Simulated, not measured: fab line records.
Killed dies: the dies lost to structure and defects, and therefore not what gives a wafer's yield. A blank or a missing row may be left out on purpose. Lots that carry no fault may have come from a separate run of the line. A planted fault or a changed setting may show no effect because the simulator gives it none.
fab line records	flow sky130
record: lots: 14	wafers: 42	last_day: 50
route steps=708 shown RES_XHIGH@340 SD_N@353 LI_CONTACT@377
lots untouched by any fault: they come from a run of this same line in which no faults occurred
start_h: hours from the record's opening day to when the first of the lot's shown wafers began	wait_h: hours from the lot's prior step to this one	" same as the row above	L1.1+2: a row that stands for several wafers	- value missing, or start not given	* or withheld: withheld	< > ~ a bound
route shown NAME@n: NAME is a module with steps in the file, n the number in the route of the first one	usual: mean/standard deviation taken from wafers without a fault	same: alike in all rows	chamber/n: place in a boat	sites: readings site by site	_std_site: how widely they spread, as a standard deviation	_edge_site: outer sites' mean less inner sites'	radius_mm: for every site, how far away it sits from the centre of the wafer	mask NAME#n: copy n	behind: the most recent tool/chamber to have shaped the wafer	hold: why the lot was held/for how many hours/how that ended	device: whichever transistor did not switch (one of n, p or np)	end of line: the route-end tests of the same wafers	a step with no rows: only its recipe	killed: dies lost to structure and defects at the first sort, not the wafer's yield	map: dies across one wafer; x = killed, . = not, _ = none there
set.NAME: setting as actually run; set.NAME@STEP: the setting as run at that earlier step	model.NAME: the simulator's own value behind a step, which no gauge read
a sample of lots followed through the steps of the route, with each step as a table and each wafer as a row
services: from which hour (start_h, from the record's first day; less than 0 if before it) a tool's chamber was out of use, for how many hours, and why
== steps ==
step: SKY_RES_XHIGH_STRIP_08
recipe: chemistry: O2/N2	power_w: 1400	pressure_mtorr: 1500	platen_temp_c: withheld	o2_flow_sccm: 3000	n2_flow_sccm: 300	overash_fraction: 0.5
usual: chamber_pressure_mTorr: 1500.0/1.2	drypump_motor_current_A: 5.6/0.37	oes_product_au: 0.711/0.0048	strip_time_to_endpoint_s: 14.26/0.043
lot.wafer	tool	chamber	start_h	wait_h	chamber_pressure_mTorr	drypump_motor_current_A	oes_product_au	rf_hours_counter_h	strip_time_to_endpoint_s
L380.2	plasma_asher-01	0	615.72	0.1	1499.5	5.1	0.716	77	14.29
L380.5	"	0	"	"	1501.8	5.1	0.709	-	14.27
L380.6	"	1	"	"	1502.5	5.2	0.707	-	14.21
L381.2	plasma_asher-02	1	625.02	0.1	1498.8	6.1	0.713	19	14.28
L381.3	"	0	"	"	1500.8	5.7	0.705	-	14.28
L381.6	"	1	"	"	1499.8	6.1	0.717	-	14.27
L382.1	plasma_asher-02	1	659.07	0.1	1499.2	6.1	0.711	22	14.22
L382.3	"	0	"	"	1500.4	5.7	0.713	-	14.20
L382.6	"	0	"	"	1498.9	5.7	0.709	-	14.22
L386.1	plasma_asher-01	0	663.25	0.1	1499.2	5.1	0.710	81	14.27
L386.2	"	1	"	"	1499.3	5.2	0.712	81	14.28
L386.5	"	0	"	"	1497.7	5.1	0.712	-	14.27
L384.1	plasma_asher-02	0	663.79	0.1	1499.7	5.7	0.707	23	14.28
L384.2	"	1	"	"	1498.6	6.1	0.710	23	14.24
L384.4	"	0	"	"	1500.9	5.7	0.707	-	14.27
L387.1	plasma_asher-02	1	671.35	0.1	1499.2	6.1	0.706	23	14.26
L387.3	"	1	"	"	1500.5	6.1	0.708	-	14.27
L387.4	"	0	"	"	1498.2	5.7	0.703	-	14.28
L389.2	plasma_asher-01	0	691.09	0.1	1499.7	5.1	0.711	84	14.34
L389.5	"	0	"	"	1499.5	5.1	0.709	-	14.35
L389.6	"	1	"	"	1500.4	5.2	0.718	-	14.35
L391.4	plasma_asher-04	1	703.75	0.1	1497.7	5.5	0.706	-	14.31
L391.5	"	0	"	"	1500.6	5.7	0.718	-	14.32
L391.6	"	1	"	"	1500.8	5.6	0.715	-	14.34
L390.1	plasma_asher-04	0	704.35	0.1	1502.1	5.7	0.718	104	14.28
L390.4	"	1	"	"	1501.7	5.6	0.712	-	14.29
L390.5	"	1	"	"	1500.4	5.6	0.712	-	14.27
L392.1	plasma_asher-02	0	715.60	0.1	1501.5	5.7	0.711	27	14.26
L392.3	"	0	"	"	1500.7	5.7	0.700	-	14.28
L392.4	"	1	"	"	1499.8	6.1	0.707	-	14.26
L395.2	plasma_asher-02	0	750.49	0.1	1499.3	5.7	0.708	31	14.27
L395.3	"	1	"	"	1500.6	6.1	0.709	-	14.24
L395.4	"	0	"	"	1500.1	5.7	0.714	-	14.24
L399.3	plasma_asher-02	0	764.17	0.1	1499.5	5.7	0.714	-	14.20
L399.4	"	1	"	"	1500.9	6.1	0.713	-	14.24
L399.5	"	1	"	"	1500.6	6.1	0.714	-	14.18
L400.2	plasma_asher-04	1	771.79	0.1	1500.6	5.6	0.714	3	14.30
L400.3	"	0	"	"	1499.1	5.7	0.708	-	14.27
L400.6	"	1	"	"	1497.2	5.5	0.702	-	14.30
L402.4	plasma_asher-01	1	788.23	0.1	1500.0	5.2	0.712	-	14.29
L402.5	"	0	"	"	1500.9	5.1	0.713	-	14.27
L402.6	"	1	"	"	1502.1	5.2	0.716	-	14.23
step: SKY_SD_N_STRIP_11
recipe: chemistry: O2/N2	power_w: 1400	pressure_mtorr: 1500	platen_temp_c: withheld	o2_flow_sccm: 3000	n2_flow_sccm: 300	overash_fraction: 0.5
usual: chamber_pressure_mTorr: 1500.1/1.4	drypump_motor_current_A: 5.72/0.22	oes_product_au: 0.527/0.0051	strip_time_to_endpoint_s: 22.52/0.038
lot.wafer	tool	chamber	start_h	wait_h	chamber_pressure_mTorr	drypump_motor_current_A	oes_product_au	rf_hours_counter_h	strip_time_to_endpoint_s
L380.2	plasma_asher-02	1	644.65	0.1	1498.6	6.14	0.527	21	22.54
L380.5	"	1	"	"	1499.0	6.13	0.528	-	22.56
L380.6	"	0	"	"	1497.2	5.67	0.530	-	22.52
L381.2	plasma_asher-02	0	654.47	0.1	1498.9	5.65	0.541	22	22.52
L381.3	"	1	"	"	1502.3	6.12	0.529	-	22.59
L381.6	"	0	"	"	1499.5	5.64	0.535	-	22.60
L382.1	plasma_asher-04	0	686.87	0.1	1498.1	5.72	0.516	102	22.50
L382.3	"	1	"	"	1498.5	5.55	0.529	-	22.47
L382.6	"	1	"	"	1500.8	5.59	0.526	-	22.50
L386.1	plasma_asher-04	1	691.62	0.1	1498.6	5.57	0.519	103	22.48
L386.2	"	0	"	"	1498.2	5.72	0.529	103	22.54
L386.5	"	1	"	"	1499.5	5.59	0.530	-	22.53
L384.1	plasma_asher-02	1	691.74	0.1	1501.4	6.14	0.530	25	22.52
L384.2	"	0	"	"	1502.4	5.67	0.527	25	22.55
L384.4	"	0	"	"	1500.0	5.68	0.531	-	22.55
L387.1	plasma_asher-04	0	698.87	0.1	1499.4	5.73	0.532	104	22.48
L387.3	"	0	"	"	1498.0	5.73	0.526	-	22.47
L387.4	"	1	"	"	1501.0	5.58	0.522	-	22.51
L389.2	plasma_asher-03	1	718.42	0.1	1498.5	5.41	0.517	62	22.51
L389.5	"	1	"	"	1499.7	5.42	0.529	-	22.54
L389.6	"	0	"	"	1500.7	5.80	0.533	-	22.53
L391.4	plasma_asher-03	1	731.11	0.1	1500.9	5.42	0.525	-	22.50
L391.5	"	0	"	"	1500.1	5.78	0.529	-	22.52
L391.6	"	1	"	"	1499.3	5.45	0.525	-	22.50
L390.1	plasma_asher-02	0	731.37	0.1	1502.4	5.67	0.531	28	22.52
L390.4	"	1	"	"	1499.9	6.09	0.530	-	22.57
L390.5	"	0	"	"	1501.0	5.68	0.539	-	22.53
L392.1	plasma_asher-03	0	744.42	0.1	1500.7	5.83	0.531	65	22.50
L392.3	"	1	"	"	1499.9	5.40	0.528	-	22.51
L392.4	"	0	"	"	1499.8	5.82	0.532	-	22.50
L395.2	plasma_asher-03	1	778.17	0.1	1499.4	5.41	0.529	67	22.54
L395.3	"	0	"	"	1502.6	5.74	0.530	-	22.51
L395.4	"	1	"	"	1500.6	5.42	0.523	-	22.52
L399.3	plasma_asher-03	1	791.46	0.1	1500.9	5.42	0.523	-	22.54
L399.4	"	0	"	"	1502.5	5.84	0.527	-	22.52
L399.5	"	0	"	"	1499.6	5.83	0.527	-	22.54
L400.2	plasma_asher-03	1	800.02	0.1	1501.1	5.42	0.526	70	22.54
L400.3	"	1	"	"	1501.0	5.40	0.522	-	22.52
L400.6	"	0	"	"	1500.1	5.78	0.530	-	22.58
L402.4	plasma_asher-04	0	816.61	0.1	1497.6	5.72	0.526	-	22.54
L402.5	"	1	"	"	1500.6	5.59	0.525	-	22.48
L402.6	"	0	"	"	1499.8	5.74	0.522	-	22.48
step: SKY_LI_CONTACT_ETCH_15
recipe: target: PSG	chemistry: C4F8/O2/Ar	stop_on: Si	taper_deg: 4.15	mask_material: KrF-thick	source_w: 1500	bias_w: 1163	pressure_mtorr: 40	c4f8_flow_sccm: withheld	O2_flow_sccm: 6	Ar_flow_sccm: 300	time_s: withheld	target_depth_a: 6000
usual: bias_w: 1163/3.6	chamber_pressure_mTorr: 40.00/0.039	oes_product_au: 0.838/0.0045
lot.wafer	tool	chamber	start_h	wait_h	bias_w	chamber_pressure_mTorr	oes_product_au
L380.2	rie_diel-04	1	674.37	0.0	1171	39.96	0.835
L380.5	"	2	"	"	1166	40.02	0.841
L380.6	"	3	"	"	1160	39.98	0.844
L381.2	rie_diel-02	0	683.84	0.0	1161	40.02	0.841
L381.3	"	2	"	"	1161	39.99	0.839
L381.6	"	3	"	"	1163	40.09	0.835
L382.1	rie_diel-04	3	716.24	0.0	1166	39.99	0.840
L382.3	"	1	"	"	1158	39.95	0.846
L382.6	"	3	"	"	1163	39.97	0.839
L386.1	rie_diel-03	1	720.94	0.0	1168	40.00	0.837
L386.2	"	3	"	"	1158	40.01	0.839
L386.5	"	1	"	"	1164	39.96	0.841
L384.1	rie_diel-04	3	721.19	0.0	1166	39.96	0.836
L384.2	"	1	"	"	1166	39.97	0.835
L384.4	"	2	"	"	1167	40.04	0.832
L387.1	rie_diel-03	0	727.60	0.0	1159	40.01	0.839
L387.3	"	2	"	"	1159	39.95	0.836
L387.4	"	3	"	"	1159	39.99	0.846
L389.2	rie_diel-04	3	747.84	0.0	1162	40.03	0.844
L389.5	"	0	"	"	1163	39.97	0.833
L389.6	"	3	"	"	1163	39.93	0.840
L391.4	rie_diel-04	1	760.35	0.0	1166	40.02	0.842
L391.5	"	0	"	"	1170	40.05	0.839
L391.6	"	3	"	"	1162	40.04	0.844
L390.1	rie_diel-03	2	760.70	0.0	1159	40.03	0.838
L390.4	"	1	"	"	1167	39.97	0.831
L390.5	"	3	"	"	1166	39.98	0.849
L392.1	rie_diel-03	1	773.44	0.0	1163	40.05	0.840
L392.3	"	0	"	"	1162	39.94	0.831
L392.4	"	3	"	"	1160	39.95	0.840
L395.2	rie_diel-03	3	806.25	0.0	1162	40.03	0.841
L395.3	"	2	"	"	1170	40.01	0.836
L395.4	"	0	"	"	1159	39.99	0.832
L399.3	rie_diel-04	1	819.85	0.1	1160	40.04	0.833
L399.4	"	2	"	"	1160	40.00	0.832
L399.5	"	1	"	"	1165	39.99	0.839
L400.2	rie_diel-02	0	828.62	0.0	1158	39.97	0.828
L400.3	"	1	"	"	1161	39.96	0.840
L400.6	"	1	"	"	1165	39.95	0.838
L402.4	rie_diel-04	1	843.73	0.0	1160	39.92	0.837
L402.5	"	0	"	"	1160	39.96	0.833
L402.6	"	3	"	"	1162	40.11	0.835
step: SKY_LI_CONTACT_STRIP_16
recipe: chemistry: O2/N2	power_w: 1400	pressure_mtorr: 1500	platen_temp_c: withheld	o2_flow_sccm: 3000	n2_flow_sccm: 300	overash_fraction: 0.5
usual: chamber_pressure_mTorr: 1499.9/1.5	drypump_motor_current_A: 5.5/0.39	oes_product_au: 0.376/0.0049	strip_time_to_endpoint_s: 3.500/0.023
lot.wafer	tool	chamber	start_h	wait_h	chamber_pressure_mTorr	drypump_motor_current_A	oes_product_au	rf_hours_counter_h	strip_time_to_endpoint_s
L380.2	plasma_asher-01	0	674.45	-	1498.6	5.1	0.373	83	3.531
L380.5	"	0	"	"	1501.7	5.1	0.376	-	3.472
L380.6	"	1	"	"	1502.2	5.1	0.380	-	3.492
L381.2	plasma_asher-02	0	683.92	-	1501.9	5.7	0.380	24	3.489
L381.3	"	0	"	"	1501.2	5.7	0.379	-	3.527
L381.6	"	1	"	"	1499.6	6.1	0.387	-	3.487
L382.1	plasma_asher-01	0	716.32	-	1499.6	5.1	0.372	87	3.516
L382.3	"	0	"	"	1501.1	5.1	0.369	-	3.490
L382.6	"	1	"	"	1500.1	5.1	0.381	-	3.521
L386.1	plasma_asher-03	0	721.02	-	1499.5	5.8	0.382	62	3.499
L386.2	"	1	"	"	1500.5	5.4	0.376	62	3.508
L386.5	"	1	"	"	1498.3	5.4	0.381	-	3.507
L384.1	plasma_asher-01	0	721.27	-	1498.9	5.1	0.376	87	3.495
L384.2	"	1	"	"	1500.3	5.2	0.372	87	3.469
L384.4	"	1	"	"	1501.6	5.1	0.366	-	3.474
L387.1	plasma_asher-01	1	727.68	-	1498.5	5.1	0.376	88	3.539
L387.3	"	0	"	"	1498.9	5.1	0.379	-	3.534
L387.4	"	1	"	"	1497.3	5.1	0.374	-	3.535
L389.2	plasma_asher-01	0	747.92	-	1497.4	5.1	0.365	90	3.509
L389.5	"	0	"	"	1499.6	5.1	0.370	-	3.511
L389.6	"	1	"	"	1499.3	5.1	0.375	-	3.508
L391.4	plasma_asher-03	1	760.47	-	1497.7	5.4	0.378	-	3.520
L391.5	"	1	"	"	1501.0	5.4	0.368	-	3.494
L391.6	"	0	"	"	1499.2	5.8	0.373	-	3.477
L390.1	plasma_asher-01	1	760.78	-	1501.9	5.1	0.384	91	3.518
L390.4	"	1	"	"	1499.8	5.2	0.386	-	3.488
L390.5	"	0	"	"	1499.2	5.1	0.373	-	3.503
L392.1	plasma_asher-01	1	773.53	-	1500.4	5.2	0.373	93	3.502
L392.3	"	0	"	"	1500.3	5.1	0.394	-	3.893
L392.4	"	1	"	"	1497.9	5.1	0.372	-	3.523
L395.2	plasma_asher-02	1	806.33	-	1500.7	6.1	0.379	36	3.478
L395.3	"	1	"	"	1499.0	6.1	0.373	-	3.487
L395.4	"	0	"	"	1499.5	5.7	0.394	-	3.889
L399.3	plasma_asher-03	1	819.97	-	1500.6	5.4	0.385	-	3.481
L399.4	"	0	"	"	1500.8	5.8	0.375	-	3.491
L399.5	"	0	"	"	1500.6	5.8	0.369	-	3.501
L400.2	plasma_asher-02	1	828.70	-	1501.6	6.1	0.375	38	3.464
L400.3	"	0	"	"	1498.8	5.7	0.377	-	3.481
L400.6	"	0	"	"	1499.9	5.7	0.373	-	3.475
L402.4	plasma_asher-01	1	843.81	-	1500.0	5.2	0.373	-	3.489
L402.5	"	0	"	"	1498.4	5.1	0.368	-	3.469
L402.6	"	1	"	"	1501.0	5.1	0.372	-	3.472
step: SKY_LI_CONTACT_CVD_21
recipe: material: W	target_thk_nm: 400	time_s: 120.56	temp_c: 400	pressure_torr: 40
usual: chamber_pressure_Torr: 39.98/0.092	heater_power_w: 869/27
lot.wafer	tool	chamber	start_h	wait_h	chamber_pressure_Torr	heater_power_w
L380.2	cvd_w-02	0	674.88	0.0	40.02	870
L380.5	"	1	"	"	39.79	863
L380.6	"	0	"	"	40.03	875
L381.2	cvd_w-02	1	684.37	0.0	40.07	856
L381.3	"	1	"	"	40.05	853
L381.6	"	1	"	"	39.96	860
L382.1	cvd_w-01	0	716.76	0.0	40.04	899
L382.3	"	1	"	"	40.13	818
L382.6	"	1	"	"	40.00	829
L386.1	cvd_w-02	0	721.46	0.0	40.10	852
L386.2	"	1	"	"	39.93	866
L386.5	"	0	"	"	39.92	899
L384.1	cvd_w-01	1	721.70	0.0	40.00	802
L384.2	"	0	"	"	39.90	888
L384.4	"	0	"	"	40.08	905
L387.1	cvd_w-01	1	728.12	0.0	40.15	836
L387.3	"	0	"	"	40.19	912
L387.4	"	1	"	"	40.09	813
L389.2	cvd_w-02	1	748.35	0.0	39.94	851
L389.5	"	0	"	"	40.13	884
L389.6	"	1	"	"	39.91	864
L391.4	cvd_w-02	0	760.91	0.1	40.02	832
L391.5	"	1	"	"	40.14	848
L391.6	"	0	"	"	40.02	884
L390.1	cvd_w-01	0	761.22	0.0	39.82	895
L390.4	"	1	"	"	40.00	834
L390.5	"	0	"	"	39.94	893
L392.1	cvd_w-02	0	773.96	0.0	40.01	882
L392.3	"	0	"	"	39.99	892
L392.4	"	1	"	"	40.00	860
L395.2	cvd_w-01	1	806.94	0.0	39.99	812
L395.3	"	1	"	"	39.99	828
L395.4	"	0	"	"	39.97	909
L399.3	cvd_w-02	1	820.67	0.1	39.98	866
L399.4	"	0	"	"	40.01	893
L399.5	"	0	"	"	39.99	887
L400.2	cvd_w-02	0	829.15	0.0	39.87	881
L400.3	"	0	"	"	40.00	902
L400.6	"	1	"	"	39.87	856
L402.4	cvd_w-02	1	844.42	0.1	40.05	868
L402.5	"	1	"	"	40.04	845
L402.6	"	0	"	"	39.99	894
== services ==
tool	chamber	start_h	hours	kind
plasma_asher-04	-	606.65	2.8	pm
cvd_w-01	-	619.72	14.6	pm
rie_diel-04	0	621.97	34.4	repair
rie_diel-04	1	622.35	6.4	repair
plasma_asher-03	-	622.71	0.4	repair
rie_diel-04	3	630.51	4.6	repair
rie_diel-04	-	660.87	0.5	repair
plasma_asher-02	-	665.99	4.9	repair
rie_diel-04	-	666.34	1.1	repair
cvd_w-01	1	671.85	9.1	repair
rie_diel-04	-	708.47	1.8	repair
rie_diel-02	-	721.08	2.8	pm
rie_diel-04	2	724.15	22.0	repair
plasma_asher-04	-	733.75	9.0	pm
plasma_asher-04	0	733.75	9.0	vent_cycle
plasma_asher-04	1	733.75	9.0	vent_cycle
plasma_asher-04	0	742.75	-	clean
rie_diel-02	3	769.98	4.3	repair
rie_diel-03	1	775.30	7.5	repair
rie_diel-04	3	805.82	22.8	repair
rie_diel-04	0	810.61	20.6	repair
rie_diel-03	-	817.39	2.8	pm
rie_diel-04	-	829.56	4.3	pm
plasma_asher-01	-	837.53	0.8	repair
== key ==
first_sign: step: SKY_LI_CONTACT_STRIP_16	reading: strip_time_to_endpoint_s	direction: up	sigmas: 17	usual: *	struck: *
effect: step: SKY_LI_CONTACT_STRIP_16	reading: oes_product_au	direction: up	sigmas: 3.7	usual: 0.376	struck: 0.394
met_at SKY_LI_CONTACT_ETCH_15
struck_lots L392,L395
struck_wafers L392.3,L395.4
sort_left_out L392.3,L395.4
tester_left_out L392,L395
not_acting_at SKY_RES_XHIGH_STRIP_08,SKY_SD_N_STRIP_11,SKY_LI_CONTACT_CVD_21
onset_between 727.60 773.44
fault: kind: process_parameter_drift	tool: rie_diel-03	chamber: 0	onset_h: 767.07	steps: SKY_LI_CONTACT_ETCH_15	channel: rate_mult	offset: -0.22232	shape: step	end_h: 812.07
tester_left_out: of these lots the tester's yield and bins aren't shown, on N5 and GAA mostly nor the transistor test; their killed dies are dies lost to structure and defects alone, not to doping, threshold or leakage, so they don't give the yield
sort_left_out: the simulated sort isn't trusted on such a fault, so these wafers' sort isn't shown, and their yield isn't known
